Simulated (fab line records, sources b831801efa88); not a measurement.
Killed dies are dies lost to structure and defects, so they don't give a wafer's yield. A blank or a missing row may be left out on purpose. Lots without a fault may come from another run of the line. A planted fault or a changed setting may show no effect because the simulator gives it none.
fab line records | flow sky130
record lots=7 wafers=21 last_day=50
route steps=708 shown METAL3@572 VIA3@573 PAD_OPEN@708
lots that met no fault: from a run of the same line without faults
start_h: hours from the record's first day to the start of the lot's first wafer shown | wait_h: hours since the lot's step before | " the same as in the row above | L1.1+2: a row that stands for several wafers | - no value, or no start given | * or withheld: withheld | < > ~ a bound
route shown NAME@n: a module of which the file shows steps, and the number in the route of the first | usual: mean/standard deviation of fault-free wafers | same: alike in all rows | chamber/n: place in a boat | sites: the reading at each site | _std_site: their standard deviation | _edge_site: outer sites' mean less inner sites' | radius_mm: how far each site lies from the wafer's centre | mask NAME#n: copy n | behind: the tool/chamber that last shaped the wafer | hold: why the lot was held/for how many hours/how that ended | device: the transistor (n, p or np) that didn't switch | end of line: the same wafers' tests at the end of the route | a step without rows: its recipe alone | killed: dies lost to structure and defects at the first sort, not the wafer's yield | map: a wafer's dies, x killed, . not, _ none there
set.NAME: the setting as run; set.NAME@STEP: as run at that earlier step | model.NAME: the simulator's own value behind a step, which no gauge read
lots at some steps of the route; a table a step, a row a wafer
services: from which hour (start_h, from the record's first day; less than 0 if before it) a tool's chamber was out of use, for how many hours, and why
## steps
# step SKY_METAL3_CLEAN_22
# recipe chemistry=O3/DIW dry=n2_spin
# step SKY_VIA3_HDPCVD_00
# recipe material=SiO2 target_thk_nm=1635 sigma_open_frac=0.3 time_s=272.5 temp_c=400 sih4_flow_sccm=60 pressure_mtorr=6
# step SKY_VIA3_THK_MEAS_01
# recipe reads=SiO2_of_VIA3_HDPCVD_00
# usual VIA3_HDPCVD_THK=1631/19
# columns lot.wafer tool chamber start_h wait_h VIA3_HDPCVD_THK[nm]
L518.1 film_metro-04 - 921.73 0.1 1599
L518.2 " - " " 1633
L518.5 " - " " 1627
L520.1 film_metro-03 - 925.57 0.1 1608
L520.2 " - " " 1653
L520.3 " - " " 1652
L528.1 film_metro-02 - 984.64 0.1 1620
L528.3 " - " " 1610
L528.5 " - " " 1639
L529.1 film_metro-03 - 989.17 0.1 1629
L529.3 " - " " 1651
L529.5 " - " " 1643
L531.3 film_metro-04 - 1009.08 0.1 1611
L531.4 " - " " 1635
L531.5 " - " " 1639
L533.1 film_metro-02 - 1016.68 0.1 1638
L533.2 " - " " 1630
L533.5 " - " " 1640
L539.1 film_metro-03 - 1059.69 0.1 1657
L539.3 " - " " 1669
L539.4 " - " " 1654
# step SKY_VIA3_CMP_02
# recipe material=SiO2 down_force_psi=4 platen_rpm=60 pad_velocity_m_s=0.94248
# usual motor_current_A=11.3/0.87
# columns lot.wafer tool chamber start_h wait_h motor_current_A
L518.1 cmp-02 3 921.79 0.1 11.0
L518.2 " 0 " " 12.6
L518.5 " 3 " " 10.7
L520.1 cmp-01 3 925.83 0.3 10.8
L520.3 " 0 " " 12.2
L520.2 " 2 " " 10.6
L528.3 cmp-02 0 984.70 0.0 12.2
L528.1 " 2 " " 9.9
L528.5 " 0 " " 12.9
L529.1 cmp-02 3 989.23 0.1 10.7
L529.3 " 1 " " 11.8
L529.5 " 3 " " 10.9
L531.3 cmp-02 2 1009.12 0.0 10.8
L531.4 " 3 " " 11.0
L531.5 " 3 " " 11.3
L533.2 cmp-02 3 1016.79 0.1 11.1
L533.1 " 1 " " 12.7
L533.5 " 3 " " 11.2
L539.3 cmp-01 1 1060.19 0.5 11.6
L539.4 " 2 " " 10.7
L539.1 " 0 " " 12.5
# step SKY_VIA3_BOW_MEAS_03
# recipe mode=bow
# usual VIA3_BOW=80/8.3
# columns lot.wafer tool chamber start_h wait_h VIA3_BOW[um]
L518.1 film_metro-02 - 922.09 0.2 101
L518.2 " - " " 91
L518.5 " - " " 96
L520.1 film_metro-02 - 926.13 0.2 68
L520.2 " - " " 74
L520.3 " - " " 79
L528.1 film_metro-04 - 985.00 0.1 77
L528.3 " - " " 82
L528.5 " - " " 74
L529.1 film_metro-02 - 989.53 0.2 86
L529.3 " - " " 63
L529.5 " - " " 77
L531.3 film_metro-04 - 1009.46 0.3 66
L531.4 " - " " 68
L531.5 " - " " 78
L533.1 film_metro-04 - 1017.04 0.1 66
L533.2 " - " " 95
L533.5 " - " " 81
L539.1 film_metro-04 - 1060.49 0.1 83
L539.3 " - " " 81
L539.4 " - " " 82
# step SKY_VIA3_DEHYDRATE_04
# recipe temp_c=200 time_s=60
# step SKY_VIA3_HMDS_05
# recipe prime_time_s=60 prime_temp_c=120
# step SKY_VIA3_COAT_06
# recipe resist=BARC temp_c=withheld time_s=withheld spin_rpm=3000 resist_thk_nm=60
# step SKY_VIA3_COAT_07
# recipe resist=KrF-thick spin_rpm=3000 resist_thk_nm=450
# step SKY_VIA3_SOFTBAKE_08
# recipe temp_c=100 time_s=90 resist=KrF-thick
# step SKY_VIA3_EXPOSE_09
# recipe mask_id=VIM3 na=0.8 source_shape=annular sigma_inner=0.55 sigma_outer=0.85 target_cd_nm=200 dose_mj=38
# step SKY_VIA3_PEB_10
# recipe peb_temp_c=withheld peb_time_s=withheld resist=KrF-thick
# step SKY_VIA3_DEVELOP_11
# recipe develop_time_s=60 resist=KrF-thick dev_temp_c=21
# columns lot.wafer tool chamber start_h wait_h
L518.1+2+5 litho_track-04 0 945 -
L520.1+2+3 litho_track-04 0 950 -
L528.1+3+5 litho_track-03 0 1008 -
L529.1+3+5 litho_track-03 0 1012 -
L531.3+4+5 litho_track-03 0 1031 -
L533.1+2+5 litho_track-03 0 1039 -
L539.1+3+4 litho_track-04 0 1082 -
# step SKY_VIA3_CD_MEAS_12
# recipe target_cd_nm=200
# usual cd_nm=199.9/1.2
# columns lot.wafer tool chamber start_h wait_h cd_nm
L518.1 cd_sem-01 - 946.00 - 200.0
L518.2 " - " " 200.1
L518.5 " - " " 200.5
L520.1 cd_sem-02 - 950.80 - 202.6
L520.2 " - " " 202.4
L520.3 " - " " 201.0
L528.1 cd_sem-02 - 1008.48 - 200.8
L528.3 " - " " 201.1
L528.5 " - " " 197.9
L529.1 cd_sem-01 - 1012.63 - 193.2
L529.3 " - " " 193.4
L529.5 " - " " 194.6
L531.3 cd_sem-01 - 1031.97 - 196.0
L531.4 " - " " 194.9
L531.5 " - " " 196.2
L533.1 cd_sem-01 - 1039.73 - 194.3
L533.2 " - " " 193.2
L533.5 " - " " 194.3
L539.1 cd_sem-02 - 1082.16 - 198.4
L539.3 " - " " 198.8
L539.4 " - " " 197.4
# step SKY_VIA3_OVL_MEAS_13
# usual VIA3_OVL=-1/5.8
# columns lot.wafer tool chamber start_h wait_h VIA3_OVL[nm]
L518.1 overlay-02 - 946.12 0.1 0
L518.2 " - " " 6
L518.5 " - " " -2
L520.1 overlay-01 - 950.92 0.1 -5
L520.2 " - " " 7
L520.3 " - " " -10
L528.1 overlay-01 - 1008.60 0.1 -7
L528.3 " - " " -1
L528.5 " - " " -11
L529.1 overlay-01 - 1012.75 0.1 8
L529.3 " - " " 4
L529.5 " - " " 9
L531.3 overlay-01 - 1032.06 0.1 -4
L531.4 " - " " -5
L531.5 " - " " -2
L533.1 overlay-02 - 1039.85 0.1 5
L533.2 " - " " -4
L533.5 " - " " 4
L539.1 overlay-02 - 1082.28 0.1 -7
L539.3 " - " " -10
L539.4 " - " " 1
# step SKY_VIA3_ETCH_14
# recipe chemistry=N2/H2 target=BARC ion_energy_ev=200 source_w=500 bias_w=100 pressure_mtorr=30 n2_flow_sccm=100 h2_flow_sccm=200 stop_on=SiO2 time_s=45.9 target_depth_a=600
# usual drypump_motor_current_A=5.8/0.4 oes_product_au=0.855/0.0047 throttle_valve_pct=13.225/0.0086
# columns lot.wafer tool chamber start_h wait_h drypump_motor_current_A oes_product_au rf_hours_counter_h throttle_valve_pct model.VIA3.cd_nm
L518.1 rie_diel-03 1 946.16 0.0 6.0 0.861 4 13.206 200.2
L518.2 " 2 " " 5.8 0.847 10 13.231 199.2
L518.5 " 3 " " 6.4 0.858 - 13.243 199.4
L520.1 rie_diel-03 0 950.96 0.0 5.2 0.856 24 13.237 202.3
L520.2 " 3 " " 6.4 0.861 7 13.222 201.6
L520.3 " 2 " " 5.9 0.849 10 13.228 200.9
L528.1 rie_diel-01 0 1008.64 0.0 5.5 0.855 6 13.230 201.6
L528.3 " 1 " " 6.1 0.850 17 13.235 202.5
L528.5 " 0 " " 5.5 0.852 - 13.223 198.4
L529.1 rie_diel-03 2 1012.79 0.0 5.8 0.860 12 13.220 192.9
L529.3 " 3 " " 6.4 0.850 9 13.212 192.2
L529.5 " 1 " " 6.0 0.852 - 13.222 195
L531.3 rie_diel-03 0 1032.09 0.0 5.2 0.846 27 13.221 195.2
L531.4 " 3 " " 6.4 0.853 10 13.206 193.6
L531.5 " 2 " " 5.8 0.859 - 13.237 194.4
L533.1 rie_diel-01 1 1039.89 0.0 6.1 0.858 19 13.232 194.8
L533.2 " 2 " " 5.4 0.862 20 13.217 191.3
L533.5 " 2 " " 5.5 0.851 - 13.232 192.7
L539.1 rie_diel-03 1 1082.31 0.0 6.1 0.852 8 13.218 198.6
L539.3 " 2 " " 5.9 0.860 15 13.218 197.8
L539.4 " 0 " " 5.3 0.854 0 13.223 199.6
# step SKY_VIA3_ETCH_15
# recipe target=SiO2 chemistry=C4F8/O2/Ar target_depth_nm=507 stop_on=TiN mask_material=KrF-thick source_w=1500 bias_w=1200 pressure_mtorr=40 c4f8_flow_sccm=withheld O2_flow_sccm=6 Ar_flow_sccm=300 time_s=78
# usual oes_product_au=0.945/0.005
# columns lot.wafer tool chamber start_h wait_h oes_product_au rf_hours_counter_h
L518.1 rie_diel-03 1 946.20 0.0 0.943 4
L518.2 " 2 " " 0.944 10
L518.5 " 3 " " 0.947 -
L520.1 rie_diel-03 0 951.00 0.0 0.942 24
L520.2 " 3 " " 0.945 7
L520.3 " 2 " " 0.951 10
L528.1 rie_diel-01 0 1008.68 0.0 0.949 6
L528.3 " 1 " " 0.946 17
L528.5 " 0 " " 0.951 -
L529.1 rie_diel-03 2 1012.83 0.0 0.941 12
L529.3 " 3 " " 0.949 9
L529.5 " 1 " " 0.941 -
L531.3 rie_diel-03 0 1032.13 0.0 0.945 27
L531.4 " 3 " " 0.947 10
L531.5 " 2 " " 0.939 -
L533.1 rie_diel-01 1 1039.93 0.0 0.951 19
L533.2 " 2 " " 0.948 20
L533.5 " 2 " " 0.952 -
L539.1 rie_diel-03 1 1082.35 0.0 0.947 8
L539.3 " 2 " " 0.950 15
L539.4 " 0 " " 0.941 0
# step SKY_PAD_OPEN_PROBE_99
# usual defect_limited_yield=82.5/1.8 killed_at_M0_to_M3=43/6.6 killed_at_M4_up=2.9/1.8 killed_at_contacts=25/5.3 killed_at_front_end=15/4.1 killed_at_other=0.3/0.6 killed_dies=86/8.8 killed_open=47/6.7 killed_short=39/6.2 sort_bin_3_pad_short=0.9/0.44 sort_bin_5_function=10.3/1.6 sort_bin_6_memory=6.3/1 sort_n_pass=406/8.8 sort_yield_pct=82.5/1.8
# same gross_dies=492 killed_at_back_side=0 sort_bin_4_leakage[%]=0 sort_bin_8_speed[%]=0
# columns lot.wafer tool chamber start_h wait_h defect_limited_yield[%] killed_at_M0_to_M3 killed_at_M4_up killed_at_contacts killed_at_front_end killed_at_other killed_dies killed_open killed_short sort_bin_3_pad_short[%] sort_bin_5_function[%] sort_bin_6_memory[%] sort_n_pass sort_yield_pct[%]
L529.3 prober-02 - 1146.72 0.2 82.1 49 2 24 13 0 88 42 46 0.8 9.6 7.5 404 82.1
L529.5 prober-02 - 1146.82 0.2 81.7 43 0 30 16 1 90 57 33 1.2 9.1 7.9 402 81.7
L531.3 prober-02 - 1163.39 0.2 81.9 43 4 23 19 0 89 42 47 2.0 8.1 7.9 403 81.9
L533.1 prober-02 - 1170.11 0.1 85.8 33 2 22 13 0 70 36 34 0.6 7.3 6.3 422 85.8
L533.2 prober-02 - 1170.16 0.1 79.7 51 5 26 18 0 100 55 45 0.8 13.0 6.5 392 79.7
L533.5 prober-02 - 1170.31 0.2 83.3 38 6 22 16 0 82 33 49 1.0 8.7 6.9 410 83.3
# killed by level:class
L529.3 METAL2:geometric_particle:short=11 VIA1:geometric_particle:open=10 CONTACT:geometric_particle:short=8 VIA2:geometric_particle:open=8 LI_CONTACT:geometric_particle:open=7 POLY_GATE:geometric_particle:open=5 POLY_GATE:geometric_particle:short=5 LI_CONTACT:geometric_particle:short=5
L529.5 VIA1:geometric_particle:open=12 VIA3:geometric_particle:open=9 CONTACT:geometric_particle:open=8 VIA2:geometric_particle:open=6 CONTACT:geometric_particle:short=5 LI_CONTACT:geometric_particle:open=5 LOCAL_INTERCONNECT:geometric_particle:open=5 FIELD_ISO:geometric_particle:open=4
L531.3 VIA1:geometric_particle:open=8 CONTACT:geometric_particle:short=8 VIA3:geometric_particle:open=8 POLY_GATE:geometric_particle:short=7 LOCAL_INTERCONNECT:geometric_particle:short=5 CONTACT:geometric_particle:open=5 VIA3:geometric_particle:short=5 FIELD_ISO:geometric_particle:short=4
L533.1 VIA3:geometric_particle:open=8 VIA1:geometric_particle:open=6 CONTACT:geometric_particle:open=6 LI_CONTACT:geometric_particle:open=5 LI_CONTACT:geometric_particle:short=5 POLY_GATE:geometric_particle:open=4 VIA1:geometric_particle:short=4 CONTACT:geometric_particle:short=4
L533.2 VIA1:geometric_particle:open=11 VIA2:geometric_particle:open=8 VIA3:geometric_particle:open=8 METAL2:geometric_particle:short=6 CONTACT:geometric_particle:open=6 POLY_GATE:geometric_particle:short=5 LI_CONTACT:geometric_particle:open=5 VIA3:geometric_particle:short=5
L533.5 LI_CONTACT:geometric_particle:open=7 METAL4:geometric_particle:short=6 VIA3:geometric_particle:open=6 CONTACT:geometric_particle:short=5 VIA1:geometric_particle:open=5 VIA2:geometric_particle:short=5 METAL3:geometric_particle:short=5 FIELD_ISO:geometric_particle:open=4
## services
# columns tool chamber start_h hours kind
cmp-02 - 903.28 4.3 repair
cmp-01 - 912.00 4.0 pm
cmp-01 - 916.00 - consumable_replace:conditioner
cmp-01 - 916.00 - consumable_replace:pad
cmp-01 - 924.26 0.3 repair
cmp-02 - 924.80 4.7 pm
cmp-02 - 953.36 2.3 repair
cmp-01 - 957.79 1.6 repair
cmp-01 - 959.43 6.8 repair
cmp-01 - 959.65 2.7 repair
cmp-02 - 978.12 1.3 repair
rie_diel-03 1 998.43 5.3 repair
rie_diel-03 - 1013.59 2.8 pm
cmp-01 - 1024.50 0.7 repair
cmp-02 - 1028.38 52.1 repair
cmp-01 - 1043.43 3.4 repair
rie_diel-03 0 1051.31 - clean
rie_diel-03 0 1051.31 22.1 scheduled_down
rie_diel-03 0 1051.31 22.1 vent_cycle
rie_diel-01 1 1073.28 1.2 repair
cmp-02 - 1080.50 8.9 pm
## key
first_sign step=SKY_VIA3_CD_MEAS_12 reading=cd_nm direction=down sigmas=4.6 usual=199.9 struck=194.5 through=control_loop
effect none on later readings
model_effect step=SKY_VIA3_ETCH_14 value=VIA3.cd_nm without=199.1 struck=193.6
met_at SKY_VIA3_DEVELOP_11
struck_wafers L529.1,L529.3,L529.5,L531.3,L531.4,L531.5,L533.1,L533.2,L533.5
loop_trim step=SKY_VIA3_EXPOSE_09 setting=dose lots=L531,L533
onset_between 1008 1012
also_fits SKY_VIA3_CMP_02:cmp-02
fault kind=process_parameter_drift tool=litho_track-03 chamber=- onset_h=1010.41 steps=SKY_VIA3_DEVELOP_11 channel=develop_time_s offset=* shape=step end_h=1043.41 acts_in=* stated=*
# loop_trim: a control loop set the setting to another value than it would have without faults
